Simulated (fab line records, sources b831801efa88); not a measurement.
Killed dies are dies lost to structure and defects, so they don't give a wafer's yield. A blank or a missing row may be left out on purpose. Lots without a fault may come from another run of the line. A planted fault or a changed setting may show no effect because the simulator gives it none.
Problem report in the 8D (eight disciplines) form, filled by code | flow sky130 | the parts of the form that need people (team, actions taken, sign-off) are left out

1. THE PROBLEM
SD_P_TW at SKY_SD_P_TW_MEAS_11 reads a mean of 2641 on 6 wafers of 2 lots; wafers without a fault read 2822 with a standard deviation of 15. That is -12 standard deviations from the usual mean.
First seen on wafer L286.2, day 30 11:28, on film_metro-01. The record holds 30 wafers of 10 lots with a number at this step. Rule for "out", or "out of limits": more than 4 standard deviations from the usual mean. The other wafers with a number count as sound.

2. WHAT IT IS AND WHAT IT IS NOT
question                    | is                     | is not
which readings at this step | SD_P_TW                | -
which lots                  | L285, L286             | L274, L275, L276, L277, L281, L292, L294, L295
which wafers of those lots  | all that have a number | -
read on which gauges        | film_metro-01          | film_metro-02, film_metro-03
when                        | from day 30 11:28      | up to then (15 sound wafers); but 9 sound wafers of L292, L294, L295 came after

3. SUSPECTS, AND WHAT RULES EACH OUT
Counting: a tool at a process step up to the reading stays a suspect if it ran every lot that is out and no sound lot after the first of them.
- the gauge at SKY_SD_P_TW_MEAS_11: ruled out. All the wafers that are out were read on film_metro-01, but those of them that SKY_SD_P_IMPLANT_09 has rows for are out there too, on other tools.
- implanter-03 at SKY_SD_P_IMPLANT_09: kept. It ran every lot that is out, first L286 (day 30 11:13), and no sound lot after that; its last sound lot up to then is L281 (day 29 00:58). Its own readings are out on those wafers: dose_ions_cm2.
Left after counting: implanter-03 at SKY_SD_P_IMPLANT_09.

4. THE CAUSE (what the simulator had put in)
Process parameter drift: implanter-03, from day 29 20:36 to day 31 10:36, at SKY_SD_P_IMPLANT_09. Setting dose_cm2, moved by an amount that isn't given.
Counting left only this tool.

5. THE CHAIN OF EFFECTS, in route order
Each row: a reading whose mean over the struck wafers that have a number lies more than 3 standard deviations from the usual. Only readings for which the record gives a usual standard deviation are gone through. hours: the time from each lot's start at the first step in this table that gives one to its start at this step, as a median over the lots. sigmas: the change in usual standard deviations.
hours | step                | reading                  | usual        | on struck wafers | change | sigmas
0     | SKY_SD_P_IMPLANT_09 | beam_on_s                | 14.9 s       | 11.5             | -3.4   | -4.5
0     | SKY_SD_P_IMPLANT_09 | dose_ions_cm2            | 3e+15        | 2e+15            | -8e+14 | -99 or more
0     | SKY_SD_P_STRIP_10   | strip_time_to_endpoint_s | 17.48 s      | 16.86            | -0.62  | -13
0     | SKY_SD_P_TW_MEAS_11 | SD_P_TW                  | 2822         | 2641             | -181   | -12
55    | SKY_SD_N_RS_MEAS_17 | SD_P_RS                  | 147.1 ohm/sq | 152.6            | +5.5   | +15
The process steps in it:
- SKY_SD_P_IMPLANT_09
- SKY_SD_P_STRIP_10: strips in O2/N2.

6. WHAT WOULD HAVE CAUGHT IT SOONER
In this record the first reading out of limits at a measuring or inspecting step was taken at day 30 11:28, 15 hours after the fault began at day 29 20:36.
The tool's own readings at SKY_SD_P_IMPLANT_09 were out on every struck wafer that the step has a row for (dose_ions_cm2): an alarm limit on them would have fired on the first of those.
Of the lots that are out (2), L285 began SKY_SD_P_IMPLANT_09 on implanter-03 after day 30 11:28. A hold on the tool at that time would have spared it.
